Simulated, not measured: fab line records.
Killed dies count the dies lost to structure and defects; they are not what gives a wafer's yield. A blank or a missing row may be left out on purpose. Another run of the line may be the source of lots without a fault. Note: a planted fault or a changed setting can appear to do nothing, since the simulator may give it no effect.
fab line records | flow sky130
record lots=15 | wafers=42 | lastDay=50
route steps=708 shown VT_ADJUST_HVTR@140
lots that met no fault: taken from a fault-free run of the same line
startH: hours from the record's first day to the start of the lot's first wafer shown | waitH: hours from the lot's prior step to this one | " unchanged from the row above | L1.1+2: one row covering several wafers at once | - no value, or no start given | * or withheld: withheld | < > ~ a bound
route shown NAME@n: names a module that has steps shown in the file, with the first one's number in the route | usual: average and standard deviation across the fault-free wafers | same: alike in all rows | chamber/n: place in a boat | sites: the reading at each site | _std_site: how widely they spread, as a standard deviation | _edge_site: outer sites' mean less inner sites' | radiusMm: for every site, how far away it sits from the centre of the wafer | mask NAME#n: copy n | behind: the most recent tool/chamber to have shaped the wafer | hold: the reason the lot was held/the length of the hold in hours/how it ended | device: the transistor (n, p or np) that didn't switch | end of line: tests run on the same wafers once the route is complete | a step given without rows: its recipe and nothing more | killed: count of dies lost to structure and defects at first sort (not the wafer's yield) | map: the dies of a wafer, with x for killed, . for not killed, _ for no die there
set.NAME: the setting as run; set.NAME@STEP: as run at that earlier step | model.NAME: the simulator's own value behind a step, which no gauge read
the route's steps for a sample of lots (tables are steps, rows are wafers)
services: a tool's chamber out of use, with start hour (startH, from the record's first day; less than 0 if before it), hours out, and reason
## steps
# step SKY_VT_ADJUST_HVTR_IMPLANT_09
# recipe species=B | energyKev=10 | doseCm2=2.1e+12 | tiltDeg=withheld
# usual beamOnS=10.01/0.19 | doseIonsCm2=2.1003e+12/2.1e+09 | faradayCurrentUA=11.83/0.23
lot.wafer | tool         | chamber | startH | waitH | beamOnS | doseIonsCm2 | faradayCurrentUA
L121.1    | implanter-03 | 0       | 203.61 | 0.0   | 9.87    | 2.0979e+12  | 11.94
L121.2    | "            | 0       | "      | "     | 10.40   | 2.0957e+12  | 11.38
L121.6    | "            | 0       | "      | "     | 10.00   | 2.1019e+12  | 11.84
L122.3    | implanter-01 | 0       | 211.37 | 0.1   | 10.03   | 2.0978e+12  | 11.87
L122.5    | "            | 0       | "      | "     | 9.56    | 2.1018e+12  | 12.40
L122.6    | "            | 0       | "      | "     | 9.95    | 2.0969e+12  | 11.96
L123.1    | implanter-02 | 0       | 222.14 | 0.0   | 10.25   | 2.1028e+12  | 11.52
L123.4    | "            | 0       | "      | "     | 10.18   | 2.1021e+12  | 11.63
L123.6    | "            | 0       | "      | "     | 10.38   | 2.1025e+12  | 11.37
L124.3    | implanter-01 | 0       | 228.31 | 0.1   | 9.82    | 2.1013e+12  | 12.05
L124.5    | "            | 0       | "      | "     | 9.63    | 2.1017e+12  | 12.27
L124.6    | "            | 0       | "      | "     | 10.13   | 2.0973e+12  | 11.63
L125.1    | implanter-03 | 0       | 234.07 | 0.0   | 10.12   | 2.1031e+12  | 11.70
L125.3    | "            | 0       | "      | "     | 9.89    | 2.1e+12     | 11.95
L125.4    | "            | 0       | "      | "     | 10.11   | 2.099e+12   | 11.65
L127.2    | implanter-03 | 0       | 245.20 | 0.0   | 10.14   | 2.1005e+12  | 11.70
L127.3    | "            | 0       | "      | "     | 9.99    | 2.1023e+12  | 11.82
L127.4    | "            | 0       | "      | "     | 9.97    | 2.0997e+12  | 11.86
L132.2    | implanter-03 | 0       | 283.24 | 0.0   | 10.01   | 2.1019e+12  | 11.91
L132.5    | "            | 0       | "      | "     | 7.78    | 2.1034e+12  | 15.25
L133.1    | implanter-03 | 0       | 291.27 | 0.0   | 7.73    | 2.1017e+12  | 15.40
L133.6    | "            | 0       | "      | "     | 10.22   | 2.1026e+12  | 11.64
L134.1    | implanter-03 | 0       | 296.82 | 0.0   | 7.48    | 2.0992e+12  | 15.79
L134.5    | "            | 0       | "      | "     | 8.03    | 2.0961e+12  | 14.80
L139.2    | implanter-02 | 0       | 338.25 | 0.0   | 9.92    | 2.0997e+12  | 12.01
L139.4    | "            | 0       | "      | "     | 10.20   | 2.0971e+12  | 11.60
L139.6    | "            | 0       | "      | "     | 10.10   | 2.0977e+12  | 11.69
L140.1    | implanter-01 | 0       | 343.36 | 0.0   | 9.82    | 2.0996e+12  | 12.09
L140.4    | "            | 0       | "      | "     | 10.08   | 2.1006e+12  | 11.80
L140.6    | "            | 0       | "      | "     | 9.71    | 2.1009e+12  | 12.20
L141.1    | implanter-02 | 0       | 349.21 | 0.0   | 9.98    | 2.1012e+12  | 11.92
L141.2    | "            | 0       | "      | "     | 10.10   | 2.1015e+12  | 11.79
L141.4    | "            | 0       | "      | "     | 10.19   | 2.0978e+12  | 11.62
L142.2    | implanter-01 | 0       | 360.62 | 0.0   | 10.27   | 2.0952e+12  | 11.57
L142.3    | "            | 0       | "      | "     | 9.92    | 2.0978e+12  | 11.97
L142.6    | "            | 0       | "      | "     | 10.15   | 2.0974e+12  | 11.70
L143.2    | implanter-01 | 0       | 365.04 | 0.0   | 9.97    | 2.1019e+12  | 11.94
L143.3    | "            | 0       | "      | "     | 9.92    | 2.0978e+12  | 11.89
L143.4    | "            | 0       | "      | "     | 10.14   | 2.1013e+12  | 11.62
L144.2    | implanter-03 | 0       | 376.30 | 0.0   | 9.94    | 2.1012e+12  | 11.87
L144.3    | "            | 0       | "      | "     | 10.13   | 2.1034e+12  | 11.70
L144.6    | "            | 0       | "      | "     | 10.26   | 2.1027e+12  | 11.54
# step SKY_VT_ADJUST_HVTR_TW_MEAS_11
# usual VT_ADJUST_HVTR_TW=211.1/1.7
lot.wafer | tool         | chamber | startH | waitH | VT_ADJUST_HVTR_TW
L121.1    | filmMetro-03 | -       | 203.86 | 0.1   | 208.9
L121.2    | "            | -       | "      | "     | 210.6
L121.6    | "            | -       | "      | "     | 210.4
L122.3    | filmMetro-02 | -       | 211.59 | 0.1   | 211.7
L122.5    | "            | -       | "      | "     | 212.3
L122.6    | "            | -       | "      | "     | 211.6
L123.1    | filmMetro-04 | -       | 222.39 | 0.1   | 212.5
L123.4    | "            | -       | "      | "     | 212.2
L123.6    | "            | -       | "      | "     | 212.0
L124.3    | filmMetro-02 | -       | 228.53 | 0.1   | 213.8
L124.5    | "            | -       | "      | "     | 213.1
L124.6    | "            | -       | "      | "     | 212.5
L125.1    | filmMetro-04 | -       | 234.32 | 0.1   | 212.0
L125.3    | "            | -       | "      | "     | 211.8
L125.4    | "            | -       | "      | "     | 212.8
L127.2    | filmMetro-04 | -       | 245.43 | 0.1   | 211.4
L127.3    | "            | -       | "      | "     | 211.5
L127.4    | "            | -       | "      | "     | 212.1
L132.2    | filmMetro-03 | -       | 283.47 | 0.1   | 209.6
L132.5    | "            | -       | "      | "     | 195.0
L133.1    | filmMetro-04 | -       | 291.52 | 0.1   | 197.7
L133.6    | "            | -       | "      | "     | 211.6
L134.1    | filmMetro-03 | -       | 297.07 | 0.1   | 195.8
L134.5    | "            | -       | "      | "     | 195.6
L139.2    | filmMetro-04 | -       | 338.48 | 0.1   | 210.6
L139.4    | "            | -       | "      | "     | 211.7
L139.6    | "            | -       | "      | "     | 211.6
L140.1    | filmMetro-03 | -       | 343.61 | 0.1   | 208.0
L140.4    | "            | -       | "      | "     | 209.3
L140.6    | "            | -       | "      | "     | 207.8
L141.1    | filmMetro-02 | -       | 349.46 | 0.1   | 213.2
L141.2    | "            | -       | "      | "     | 212.9
L141.4    | "            | -       | "      | "     | 213.5
L142.2    | filmMetro-04 | -       | 360.85 | 0.1   | 209.6
L142.3    | "            | -       | "      | "     | 210.2
L142.6    | "            | -       | "      | "     | 209.8
L143.2    | filmMetro-03 | -       | 365.27 | 0.1   | 209.4
L143.3    | "            | -       | "      | "     | 209.7
L143.4    | "            | -       | "      | "     | 210.1
L144.2    | filmMetro-04 | -       | 376.53 | 0.1   | 209.7
L144.3    | "            | -       | "      | "     | 211.0
L144.6    | "            | -       | "      | "     | 209.7
## services
tool         | chamber | startH | hours | kind
implanter-03 | -       | 179.70 | 5.0   | repair
implanter-01 | -       | 279.48 | 4.0   | repair
implanter-01 | -       | 284.03 | 1.2   | repair
implanter-02 | -       | 289.04 | 20.1  | pm
implanter-01 | -       | 293.68 | 2.1   | pm
implanter-01 | -       | 307.49 | 5.0   | pm
implanter-02 | -       | 322.35 | 1.5   | repair
implanter-03 | -       | 328.58 | 1.1   | repair
implanter-02 | -       | 355.53 | 2.9   | repair
## key
firstSign step=SKY_VT_ADJUST_HVTR_IMPLANT_09 | reading=faradayCurrentUA | direction=up | sigmas=15 | usual=11.83 | struck=15.31
effect step=SKY_VT_ADJUST_HVTR_IMPLANT_09 | reading=beamOnS | direction=down | sigmas=12 | usual=10.01 | struck=7.76
effect step=SKY_VT_ADJUST_HVTR_TW_MEAS_11 | reading=VT_ADJUST_HVTR_TW | direction=down | sigmas=8.8 | usual=211.1 | struck=196.0
metAt SKY_VT_ADJUST_HVTR_IMPLANT_09
struckLots L132,L133,L134
struckWafers L132.5,L133.1,L134.1,L134.5
testerLeftOut L132,L133,L134
onsetBetween 245.20 283.24
fault kind=processParameterDrift | tool=implanter-03 | chamber=- | onsetH=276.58 | steps=SKY_VT_ADJUST_HVTR_IMPLANT_09 | channel=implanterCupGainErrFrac | offset=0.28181 | shape=step | endH=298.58 | scope=struckWafersOnly
# testerLeftOut: of these lots the tester's yield and bins aren't shown, on N5 and GAA mostly nor the transistor test; their killed dies are dies lost to structure and defects alone, not to doping, threshold or leakage, so they don't give the yield
